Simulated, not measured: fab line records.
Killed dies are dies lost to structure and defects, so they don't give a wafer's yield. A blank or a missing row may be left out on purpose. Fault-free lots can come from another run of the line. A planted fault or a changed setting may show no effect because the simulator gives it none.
Comparing a struck lot with a sound one	flow sfqLine	18 steps out of a route of 325
Sound: these wafers, L559.2, L559.3, L559.5. Wafers struck: L554.2, L554.4, L554.6. The cause is given at the end.
Order at every step that has rows: each side's tool, ch and its chambers, its first start. Under that, the readings that differ: sound wafers	struck wafers	difference of the means	sigmas: that difference in standard deviations of wafers without a fault.
alike: words and numbers the same on both sides, and readings whose means are apart by under 2 such deviations; not compared: readings that were withheld, readings missing a value for some wafer, numbers with overlapping values and no deviation given by the record, and bounds like >300 which may hide the same value.
The two part at a step that has a row with sigmas, a row that says differs or no value, or rows on one side only. Numbers that have no deviation but don't overlap get no sigmas and don't part them. A reading that every wafer of one side lacks parts them only if that side has two wafers or more.

first, 2 steps without rows for these wafers: SFQ_TRILAYER_R5_LITHO_PEB_139 (peb time 60 s); SFQ_TRILAYER_R5_LITHO_DEVELOP_138 (time 60 s).
SFQ_R5_OVL_MEAS_935:
  sound: overlay-01 at day 62 10:13; struck: overlay-02 at day 57 03:43
  alike: R5_OVL
SFQ_TRILAYER_R5_BARC_OPEN_METAL_ETCH_177: etches BARC in O2, target depth 125 nm, time 41.7 s.
  sound on rieMetal-04 ch 0,1, day 62 10:15; struck on rieMetal-03 ch 0,1, day 57 03:45
  alike: drypumpMotorCurrentA, oesProductAu
  not compared: rfHoursCounterH
SFQ_TRILAYER_R5_ETCH_METAL_ETCH_139: etches the open film in Cl2, stops on SiO2, target depth 60 nm, time 40 s.
  sound on rieMetal-04 ch 0,1, day 62 10:19; struck on rieMetal-03 ch 0,1, day 57 03:49
  alike: drypumpMotorCurrentA, oesProductAu
  not compared: rfHoursCounterH
SFQ_TRILAYER_R5_STRIP_STRIP_140: strips in O2.
  sound on rieMetal-04 ch 0,1, day 62 10:22; struck on rieMetal-03 ch 0,1, day 57 03:52
  alike: drypumpMotorCurrentA, oesProductAu, platenTempC
  not compared: rfHoursCounterH
then, 1 step without rows for these wafers: SFQ_TRILAYER_R5_STRIP_SOLV_CLEAN_141 (cleans in NMP, time 600 s).
SFQ_TRILAYER_A5C_DEP_PECVD_142: deposits SiO2 from SiH4/N2O, time 15.556 s, target thk 70 nm.
  sound on pecvd-04 ch 0,1, day 62 11:09; struck on pecvd-03 ch 1,2, day 57 04:38
  alike: heaterPowerW, throttleValvePct
then, 4 steps without rows for these wafers: SFQ_TRILAYER_I5_LITHO_COAT_149 (resist thk 62 nm); SFQ_TRILAYER_I5_LITHO_COAT_144 (resist thk 650 nm); SFQ_TRILAYER_I5_LITHO_SOFTBAKE_148; SFQ_TRILAYER_I5_LITHO_EXPOSE_145 (exposes mask I5, target cd 700 nm).
SFQ_TRILAYER_I5_LITHO_PEB_147: peb time 60 s.
  sound on lithoTrack-04 ch 0, day 62 17:16; struck on lithoTrack-02 ch 0, day 58 07:22
reading	sound	struck	difference	sigmas
heaterPowerTotalW (W)	79.22 79.24 79.02	86.07 86.15 86.09	+6.94	+99 or more
  alike: resistLineTempC
then, 1 step without rows for these wafers: SFQ_TRILAYER_I5_LITHO_DEVELOP_146 (time 60 s).
SFQ_I5_OVL_MEAS_936:
  sound: overlay-02 at day 62 17:33; struck: overlay-01 at day 58 07:38
  alike: I5_OVL
SFQ_TRILAYER_I5_BARC_OPEN_VIA_ETCH_200: etches BARC in O2, target depth 125 nm, time 41.7 s.
  sound on rieDiel-02 ch 0,1,3, day 62 17:35; struck on rieDiel-04 ch 1,3, day 58 07:40
reading	sound	struck	difference	sigmas
model.I5.cdNm (nm)	699.2 698.1 699	660.9 661.6 660.4	-37.8	
  alike: drypumpMotorCurrentA, oesProductAu
  not compared: rfHoursCounterH
SFQ_TRILAYER_I5_ETCH_VIA_ETCH_147: etches the open film in CHF3, stops on Nb, target depth 360 nm.
  sound on rieDiel-02 ch 0,1,3, day 62 17:37; struck on rieDiel-04 ch 1,3, day 58 07:43
reading	sound	struck	difference	sigmas
model.I5.cdNm (nm)	700.6 698.4 696.5	659.4 656.3 660.6	-39.7	
  alike: drypumpMotorCurrentA, oesProductAu
SFQ_TRILAYER_I5_STRIP_STRIP_148: strips in O2.
  sound on rieMetal-04 ch 1, day 62 17:58; struck on rieMetal-01 ch 0,1, day 58 07:52
  alike: drypumpMotorCurrentA, oesProductAu, platenTempC
  not compared: rfHoursCounterH

== WHERE THEY PART ==
Only at SFQ_TRILAYER_I5_LITHO_PEB_147, within this record. Later steps at which nothing parts them and some readings are alike: SFQ_I5_OVL_MEAS_936, SFQ_TRILAYER_I5_BARC_OPEN_VIA_ETCH_200, SFQ_TRILAYER_I5_ETCH_VIA_ETCH_147, SFQ_TRILAYER_I5_STRIP_STRIP_148.

WHY: what the simulator had put in
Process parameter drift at SFQ_TRILAYER_I5_LITHO_PEB_147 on lithoTrack-02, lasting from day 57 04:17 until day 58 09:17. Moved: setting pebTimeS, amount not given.
